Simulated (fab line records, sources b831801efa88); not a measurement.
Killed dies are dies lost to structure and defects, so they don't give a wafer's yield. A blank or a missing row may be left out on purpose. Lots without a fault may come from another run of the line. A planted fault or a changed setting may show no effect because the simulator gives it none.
A struck lot beside a sound one | flow sky130 | 15 steps out of a route of 708
Sound: wafers L796.3, L796.4, L796.5. Struck: wafers L809.2, L809.3, L809.5. The cause comes at the end.
At each step with rows: each side's tool, then ch and its chambers, then its first start. Under that, the readings that differ: sound wafers | struck wafers | difference of the means | sigmas: that difference in standard deviations of wafers without a fault.
alike: readings whose means differ by less than 2 such deviations, and words and numbers that are the same on both sides. not compared: withheld readings, readings that some wafer has no value for, bounds like >300 that may hide the same value, and numbers for which the record gives no deviation and whose values overlap.
The two part at a step that has a row with sigmas, a row that says differs or no value, or rows on one side only. Numbers that don't overlap but have no deviation are shown without sigmas and don't part them. A reading that every wafer of one side lacks parts them only if that side has two wafers or more.

SKY_CONTACT_THK_MEAS_01:
  sound on film_metro-03, day 31 14:17; struck on film_metro-03, day 35 10:21
  alike: CONTACT_CVD_00_THK
then, 1 step without rows for these wafers: SKY_CONTACT_HDPCVD_02 (deposits SiO2, target thk 565 nm, time 94.2 s).
SKY_CONTACT_THK_MEAS_03:
  sound on film_metro-03, day 31 14:25; struck on film_metro-04, day 35 10:29
  alike: CONTACT_HDPCVD_THK
SKY_CONTACT_CMP_04: polishes SiO2.
  sound on cmp-01 ch 0,2,3, day 31 14:28; struck on cmp-02 ch 0,3, day 35 10:35
  reading                      | sound             | struck            | difference | sigmas
  retaining_ring_pressure_frac | 1.005 0.999 1.014 | 0.993 1.002 0.989 | -0.011     | -2
  alike: motor_current_A, time_to_endpoint_s
SKY_CONTACT_BOW_MEAS_05:
  sound on film_metro-03, day 31 14:48; struck on film_metro-03, day 35 10:51
  alike: CONTACT_BOW
then, 7 steps without rows for these wafers: SKY_CONTACT_DEHYDRATE_06 (time 60 s); SKY_CONTACT_HMDS_07 (prime time 60 s); SKY_CONTACT_COAT_08 (resist thk 60 nm); SKY_CONTACT_COAT_09 (resist thk 450 nm); SKY_CONTACT_SOFTBAKE_10 (time 90 s); SKY_CONTACT_EXPOSE_11 (exposes mask CTM1, target cd 170 nm); SKY_CONTACT_PEB_12.
SKY_CONTACT_DEVELOP_13: develop time 57.99 s.
  sound on litho_track-04 ch 0, day 32 16:00; struck on litho_track-01 ch 0, day 36 12:00
  reading              | sound             | struck            | difference | sigmas
  developer_temp_C (C) | 21.05 20.96 21.00 | 21.53 21.45 21.76 | +0.58      | +5
SKY_CONTACT_CD_MEAS_14: target cd 170 nm.
  sound on cd_sem-02, day 32 16:34; struck on cd_sem-02, day 36 12:31
  alike: cd_nm
SKY_PAD_OPEN_PROBE_99:
  the record has rows for the sound wafers here (prober-02, day 46 16:44) and none for the struck ones

WHERE THEY PART
First at SKY_CONTACT_CMP_04; last, within this record, at SKY_PAD_OPEN_PROBE_99.

WHY: what the simulator had put in
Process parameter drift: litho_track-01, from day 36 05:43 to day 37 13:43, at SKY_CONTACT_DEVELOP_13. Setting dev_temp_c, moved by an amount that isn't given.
